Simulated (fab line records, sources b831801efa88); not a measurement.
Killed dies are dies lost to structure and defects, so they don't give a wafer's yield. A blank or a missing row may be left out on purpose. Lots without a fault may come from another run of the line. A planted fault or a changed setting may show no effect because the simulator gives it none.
Which tool did it? | flow gf180mcu | 13 lots, 37 wafers sampled, at 5 steps of a route of 602

WHAT THE GAUGES READ, wafer by wafer
GF_VT_IMPLANT_OVL_MEAS_29. Usual: VT_IMPLANT_02_OVL -0.7 nm, standard deviation 1.1.
lot  | measured     | on         | VT_IMPLANT_02_OVL (nm) | flag
L787 | day 7 03:12  | overlay-01 | -2.5 -2.4 -1.0         |
L793 | day 8 21:40  | overlay-01 | 1.5 0.3                |
L794 | day 9 03:58  | overlay-02 | -0.6 -1.5              |
L795 | day 9 08:38  | overlay-01 | -0.1 -1.6 -0.7         |
L798 | day 10 03:34 | overlay-02 | -1.7 -1.1 -1.6         |
L799 | day 10 08:25 | overlay-02 | -1.7 -1.5 -1.8         |
L801 | day 11 02:46 | overlay-02 | -2.7 -2.7 -2.8         |
L804 | day 11 21:16 | overlay-02 | -2.1 -1.2 -2.3         |
L805 | day 12 03:55 | overlay-02 | -0.7 0.3 0.5           |
L806 | day 12 09:04 | overlay-01 | -1.1 -0.4 1.1          |
L807 | day 12 16:25 | overlay-02 | 0.6 0.7 0.4            |
L808 | day 12 20:17 | overlay-02 | -1.5 -0.9 -2.0         |
L809 | day 13 03:31 | overlay-02 | -1.1 -1.1 -0.6         |

GF_VT_IMPLANT_RS_MEAS_47: measures by four-point-probe. Usual: NWELL_RS 487.9 ohm/sq, standard deviation 1.3.
lot  | measured     | on            | NWELL_RS (ohm/sq) | flag
L787 | day 7 19:58  | film_metro-02 | 487.6 486.7 489.4 |
L793 | day 9 14:43  | film_metro-02 | 488.4 488.7       |
L794 | day 9 21:47  | film_metro-03 | 484.7 484.4       |
L795 | day 10 03:13 | film_metro-02 | 487.0 486.8 486.0 |
L798 | day 10 21:49 | film_metro-04 | 488.7 486.6 487.7 |
L799 | day 11 03:07 | film_metro-03 | 487.2 488.1 487.4 |
L801 | day 11 22:46 | film_metro-04 | 487.5 486.5 487.9 |
L804 | day 12 17:22 | film_metro-04 | 487.8 488.5 488.0 |
L805 | day 13 00:34 | film_metro-03 | 488.1 485.9 487.2 |
L806 | day 13 05:47 | film_metro-03 | 488.7 487.1 487.5 |
L807 | day 13 12:22 | film_metro-04 | 489.7 489.1 489.8 |
L808 | day 13 17:10 | film_metro-03 | 489.6 487.8 487.4 |
L809 | day 14 00:23 | film_metro-03 | 488.2 487.1 488.8 |

GF_HV_LDD_TW_MEAS_11. Usual: HV_LDD_TW 2389, standard deviation 20.
lot  | measured     | on            | HV_LDD_TW      | flag
L787 | day 10 09:55 | film_metro-04 | 2371 2365 2367 |
L793 | day 12 04:53 | film_metro-04 | 2373           |
L794 | day 12 15:41 | film_metro-02 | 2415           |
L795 | day 12 18:19 | film_metro-03 | 2377 2385      |
L798 | day 13 15:11 | film_metro-04 | 2373 2368 2369 |
L799 | day 13 21:55 | film_metro-04 | 2370 2357 2368 |
L801 | day 14 19:41 | film_metro-02 | 2415 2430 2416 |
L804 | day 15 16:39 | film_metro-02 | 2429 2417 2416 |
L805 | day 16 00:56 | film_metro-03 | 2394 2381 2389 |
L806 | day 16 05:54 | film_metro-03 | 2394 2407 2392 |
L807 | day 16 11:10 | film_metro-03 | 2388 2385 2389 |
L808 | day 16 21:23 | film_metro-03 | 2403 2401 2399 |
L809 | day 17 04:10 | film_metro-04 | 2386 2388 2391 |

WHICH TOOL RAN EACH LOT (tool, then ch and the chambers of the sampled wafers, then the start)
lot  | GF_POLY_GATE_ETCH_13             | GF_POLY_GATE_STRIP_14
L787 | rie_si-02 ch 0,1, day 9 14:34    | plasma_asher-03 ch 0,1, day 9 14:39
L793 | rie_si-01 ch 2,3, day 11 08:26   | plasma_asher-03 ch 0,1, day 11 08:32
L794 | rie_si-01 ch 2,3, day 11 17:58   | plasma_asher-03 ch 0, day 11 18:03
L795 | rie_si-01 ch 0,1,2, day 11 21:35 | plasma_asher-01 ch 0,1, day 11 21:38
L798 | rie_si-02 ch 0,2,3, day 12 16:59 | plasma_asher-03 ch 0,1, day 12 17:02
L799 | rie_si-02 ch 0,1,2, day 12 23:23 | plasma_asher-01 ch 0,1, day 12 23:26
L801 | rie_si-02 ch 0,1,3, day 13 19:37 | plasma_asher-02 ch 0,1, day 13 19:41
L804 | rie_si-01 ch 0,1,3, day 14 15:43 | plasma_asher-02 ch 0,1, day 14 15:46
L805 | rie_si-02 ch 1,3, day 15 01:01   | plasma_asher-03 ch 0,1, day 15 01:05
L806 | rie_si-02 ch 0,1, day 15 05:37   | plasma_asher-02 ch 0, day 15 05:40
L807 | rie_si-02 ch 0,3, day 15 11:43   | plasma_asher-01 ch 0,1, day 15 11:46
L808 | rie_si-01 ch 0,2,3, day 15 20:37 | plasma_asher-02 ch 0,1, day 15 20:40
L809 | rie_si-01 ch 1,2,3, day 16 03:05 | plasma_asher-01 ch 0,1, day 16 03:08
- GF_POLY_GATE_ETCH_13: etches poly-Si in HBr/Cl2, stops on SiO2, target depth 198.5 nm, time 69.6 s.
- GF_POLY_GATE_STRIP_14: strips in O2/N2.

WHAT THE TOOLS THEMSELVES READ (means of the sampled wafers that have a number; where no wafer has one, the mark that the record gives instead)
GF_POLY_GATE_ETCH_13. Usual: drypump_motor_current_A 5.5 A, standard deviation 0.45; oes_product_au 0.990 a.u., standard deviation 0.0088; run_length_s 97.9 s, standard deviation 0.41; throttle_valve_pct 33.683 %, standard deviation 0.0094.
lot  | tool      | drypump_motor_current_A (A) | oes_product_au (a.u.) | run_length_s (s) | throttle_valve_pct (%) | flag
L787 | rie_si-02 | 5.6                         | 1.000                 | 97.9             | 33.693                 |
L793 | rie_si-01 | 5.6                         | 0.996                 | 85.4             | 33.680                 | OFF
L794 | rie_si-01 | 5.6                         | 0.988                 | 85.4             | 33.683                 | OFF
L795 | rie_si-01 | 5.6                         | 0.998                 | 89.8             | 33.683                 | OFF
L798 | rie_si-02 | 5.3                         | 0.985                 | 98.1             | 33.685                 |
L799 | rie_si-02 | 5.4                         | 0.992                 | 97.9             | 33.671                 |
L801 | rie_si-02 | 5.5                         | 0.993                 | 97.7             | 33.685                 |
L804 | rie_si-01 | 5.8                         | 0.996                 | 98.1             | 33.694                 |
L805 | rie_si-02 | 5.3                         | 0.991                 | 97.4             | 33.676                 |
L806 | rie_si-02 | 5.6                         | 0.991                 | 97.7             | 33.677                 |
L807 | rie_si-02 | 5.8                         | 0.978                 | 97.7             | 33.680                 |
L808 | rie_si-01 | 5.7                         | 0.988                 | 97.9             | 33.693                 |
L809 | rie_si-01 | 5.6                         | 0.993                 | 98.2             | 33.677                 |

GF_POLY_GATE_STRIP_14. Usual: drypump_motor_current_A 5.9 A, standard deviation 0.56; heater_power_w 327 W, standard deviation 15; oes_product_au 0.505 a.u., standard deviation 0.0045.
lot  | tool            | drypump_motor_current_A (A) | heater_power_w (W) | oes_product_au (a.u.) | flag
L787 | plasma_asher-03 | 5.9                         | 331                | 0.503                 |
L793 | plasma_asher-03 | 6.0                         | 333                | 0.508                 |
L794 | plasma_asher-03 | 5.5                         | 340                | 0.512                 |
L795 | plasma_asher-01 | 5.3                         | 329                | 0.510                 |
L798 | plasma_asher-03 | 5.9                         | 336                | 0.509                 |
L799 | plasma_asher-01 | 5.3                         | 329                | 0.504                 |
L801 | plasma_asher-02 | 6.2                         | 310                | 0.507                 |
L804 | plasma_asher-02 | 6.2                         | 321                | 0.503                 |
L805 | plasma_asher-03 | 6.2                         | 329                | 0.509                 |
L806 | plasma_asher-02 | 6.6                         | 326                | 0.500                 |
L807 | plasma_asher-01 | 5.3                         | 323                | 0.506                 |
L808 | plasma_asher-02 | 6.2                         | 318                | 0.506                 |
L809 | plasma_asher-01 | 5.3                         | 329                | 0.503                 |

THE ANSWER, worked out from the rows above alone
Rule: a lot is off if the mean of its wafers that have a number lies more than 3 standard deviations from the usual mean. A lot without any number at a reading at which 4 lots or more have one is off too. The other lots that the step has rows for count as sound. The gauges are gone through in route order, then the tools' own readings, and for those a lot's mean is taken as printed above. The first step at which some lot is off is used, and at that step the reading that is off furthest; a lot without a number counts as furthest.
Off: L793, L794, L795, at GF_POLY_GATE_ETCH_13 (run_length_s).
A tool fits if, at that step or a process step before it, it ran every lot that is off, and no sound lot after the first of them. None of those tried fits.

WHAT THE SIMULATOR HAD PUT IN
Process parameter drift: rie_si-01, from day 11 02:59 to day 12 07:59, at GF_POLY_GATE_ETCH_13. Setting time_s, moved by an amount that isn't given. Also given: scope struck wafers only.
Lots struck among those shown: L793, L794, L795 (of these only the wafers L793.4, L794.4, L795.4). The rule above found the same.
